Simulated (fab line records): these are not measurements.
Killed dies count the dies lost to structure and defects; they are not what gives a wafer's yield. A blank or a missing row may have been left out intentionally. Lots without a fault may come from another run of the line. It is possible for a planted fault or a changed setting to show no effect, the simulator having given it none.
Which tool did it?    flow gf180mcu    13 lots, 39 wafers sampled, at 6 steps of a route of 602

== WHAT EACH GAUGE READ, for each wafer ==
GF_VT_IMPLANT_OVL_MEAS_18.
lot   measured      on          VT_IMPLANT_01_OVL (nm)
L454  day 6 15:22   overlay-01  -3.2 -1.7 -2.0
L455  day 6 20:58   overlay-01  0.4 0.6 -0.3
L456  day 7 09:05   overlay-02  0.3 1.7 0.7
L462  day 8 15:31   overlay-02  -1.6 -1.2 -1.0
L464  day 9 03:19   overlay-02  0.0 0.1 0.5
L466  day 9 14:40   overlay-02  1.5 -0.2 -0.4
L467  day 9 22:46   overlay-01  1.3 0.6 0.4
L470  day 10 18:40  overlay-01  -1.2 0.9 -1.7
L471  day 11 01:47  overlay-02  -0.2 -2.4 -0.4
L472  day 11 09:37  overlay-02  -0.8 -0.8 -1.6
L474  day 11 16:19  overlay-02  1.8 0.2 1.0
L475  day 12 01:34  overlay-01  0.9 0.7 0.9
L476  day 12 07:46  overlay-01  1.2 1.5 -0.7

GF_VT_IMPLANT_OVL_MEAS_29.
lot   measured      on          VT_IMPLANT_02_OVL (nm)
L454  day 7 07:31   overlay-01  -0.7 -0.5 -1.7
L455  day 7 12:37   overlay-02  -0.9 -1.0 -0.2
L456  day 8 00:32   overlay-01  -0.8 0.6 0.3
L462  day 9 08:37   overlay-02  1.0 -0.1 -0.2
L464  day 9 21:31   overlay-02  -3.0 -2.5 -2.0
L466  day 10 08:34  overlay-02  0.8 -1.3 -0.6
L467  day 10 17:28  overlay-01  -3.6 0.2 -2.0
L470  day 11 13:46  overlay-01  -0.5 -2.0 -0.5
L471  day 11 20:25  overlay-01  -0.4 1.3 -0.6
L472  day 12 05:04  overlay-02  -1.8 -1.4 -1.3
L474  day 12 11:53  overlay-01  0.5 0.8 -1.4
L475  day 12 20:34  overlay-02  -1.6 -0.3 -4.1
L476  day 13 03:19  overlay-01  -0.8 0.8 -1.1

GF_DUAL_GATE_OVL_MEAS_11.
lot   measured      on          DUAL_GATE_OVL (nm)
L454  day 8 18:10   overlay-01  0.8 0.7 2.0
L455  day 8 23:58   overlay-01  -1.3 0.0 1.0
L456  day 9 13:02   overlay-02  0.3 0.1 0.5
L462  day 10 23:19  overlay-01  -4.1 -1.4 -1.8
L464  day 11 12:20  overlay-01  2.0 2.4 2.8
L466  day 12 00:04  overlay-01  -1.3 -1.4 -2.5
L467  day 12 09:44  overlay-02  0.3 0.0 -0.5
L470  day 13 07:37  overlay-02  -2.5 -4.7 -2.6
L471  day 13 15:10  overlay-02  -2.2 -1.4 0.7
L472  day 14 00:52  overlay-02  -2.8 -1.5 -0.5
L474  day 14 07:53  overlay-01  -2.1 0.0 -1.2
L475  day 14 15:43  overlay-02  -2.1 0.3 -1.8
L476  day 14 23:04  overlay-02  -1.4 -0.7 0.8

GF_HV_LDD_TW_MEAS_11.
lot   measured      on             HV_LDD_TW
L454  day 10 14:44  film_metro-03  2428 2436 2431
L455  day 10 17:40  film_metro-01  2401 2413 2412
L456  day 11 06:52  film_metro-01  2424 2416 2410
L462  day 12 19:01  film_metro-03  2438 2438 2438
L464  day 13 10:14  film_metro-04  2388 2408 2402
L466  day 13 21:11  film_metro-03  2297 2310 2299
L467  day 14 08:55  film_metro-04  2299 2282 2296
L470  day 15 07:57  film_metro-01  2420 2416 2431
L471  day 15 16:15  film_metro-04  2400 2403 2397
L472  day 16 00:01  film_metro-04  2415 2415 2425
L474  day 16 09:57  film_metro-01  2418 2418 2420
L475  day 16 18:50  film_metro-03  2411 2424 2415
L476  day 17 01:07  film_metro-01  2412 2415 2417

GF_HV_LDD_RS_MEAS_53: measures by four-point-probe.
lot   measured      on             HV_LDD_RS (ohm/sq)
L454  day 13 01:27  film_metro-04  419.4 419.0 419.8
L455  day 13 03:19  film_metro-04  419.5 419.2 418.8
L456  day 13 18:34  film_metro-01  419.4 420.1 421.2
L462  day 15 09:42  film_metro-01  420.3 418.9 419.4
L464  day 16 03:05  film_metro-03  418.7 418.3 419.3
L466  day 16 15:18  film_metro-01  456.3 455.4 454.8
L467  day 17 02:52  film_metro-03  455.3 454.7 453.5
L470  day 18 02:26  film_metro-04  416.8 417.2 416.7
L471  day 18 12:59  film_metro-03  418.9 419.2 418.8
L472  day 18 21:45  film_metro-04  417.7 418.7 419.4
L474  day 19 08:16  film_metro-01  416.8 417.8 416.8
L475  day 19 17:49  film_metro-04  418.6 418.1 418.8
L476  day 20 01:22  film_metro-04  418.7 419.3 418.4

== TOOL THAT RAN EACH LOT (tool first, then ch and the chambers of the sampled wafers, then the start) ==
lot   GF_HV_LDD_IMPLANT_09
L454  implanter-03 ch 0, day 10 14:29
L455  implanter-02 ch 0, day 10 17:25
L456  implanter-03 ch 0, day 11 06:40
L462  implanter-04 ch 0, day 12 18:46
L464  implanter-02 ch 0, day 13 09:59
L466  implanter-02 ch 0, day 13 20:56
L467  implanter-02 ch 0, day 14 08:40
L470  implanter-04 ch 0, day 15 07:43
L471  implanter-04 ch 0, day 15 16:02
L472  implanter-03 ch 0, day 15 23:46
L474  implanter-03 ch 0, day 16 09:44
L475  implanter-03 ch 0, day 16 18:35
L476  implanter-02 ch 0, day 17 00:52
- GF_HV_LDD_IMPLANT_09

== WHAT THE TOOLS THEMSELVES READ (means of the sampled wafers that have a number; where no wafer has one, the mark that the record gives instead) ==
GF_HV_LDD_IMPLANT_09.
lot   tool          beam_on_s (s)  faraday_current_uA  tilt_deg (degrees)
L454  implanter-03  9.97           565                 7.002
L455  implanter-02  10.21          552                 6.975
L456  implanter-03  10.03          563                 7.006
L462  implanter-04  10.08          559                 6.994
L464  implanter-02  10.00          563                 7.007
L466  implanter-02  8.27           682                 7.014
L467  implanter-02  8.24           685                 7.022
L470  implanter-04  9.78           576                 7.004
L471  implanter-04  10.02          564                 6.972
L472  implanter-03  9.88           571                 7.002
L474  implanter-03  10.28          548                 7.000
L475  implanter-03  9.97           565                 6.993
L476  implanter-02  9.86           570                 6.981

== THE ANSWER, worked out from the rows above alone ==
Rule: the lots themselves supply what counts as usual. The widest of any qualifying gaps counts: lots, ordered by their means at a reading, are off when they make up no more than a third of the lots, leave a main group of 4 or more, and stand apart from it by 3 or more times the standard deviation of that group's means. A main group whose means are all the same, to the digits that the tables above print for the reading, isn't used. Also off: a lot with no number at a reading for which 4 or more lots have one. All remaining lots with rows at the step are treated as sound. First the gauges in route order, then the tools' own readings, where a lot's mean is used as printed above. At the first step where some lot is off, the reading lying furthest off is the one used; lots without a number count as furthest.
Off: at GF_HV_LDD_TW_MEAS_11 (HV_LDD_TW), L466, L467. Main group: mean 2417, sd 11.
If a tool, at a process step before that reading, ran all the lots that are off and no sound lot after the first of them, it fits. The gauges at GF_HV_LDD_TW_MEAS_11 aren't tried: what is off there is off at GF_HV_LDD_IMPLANT_09 too, on other tools, and a gauge's error can't cause that. Of those tried, none fits.

== WHAT HAD BEEN PUT IN BY THE SIMULATOR ==
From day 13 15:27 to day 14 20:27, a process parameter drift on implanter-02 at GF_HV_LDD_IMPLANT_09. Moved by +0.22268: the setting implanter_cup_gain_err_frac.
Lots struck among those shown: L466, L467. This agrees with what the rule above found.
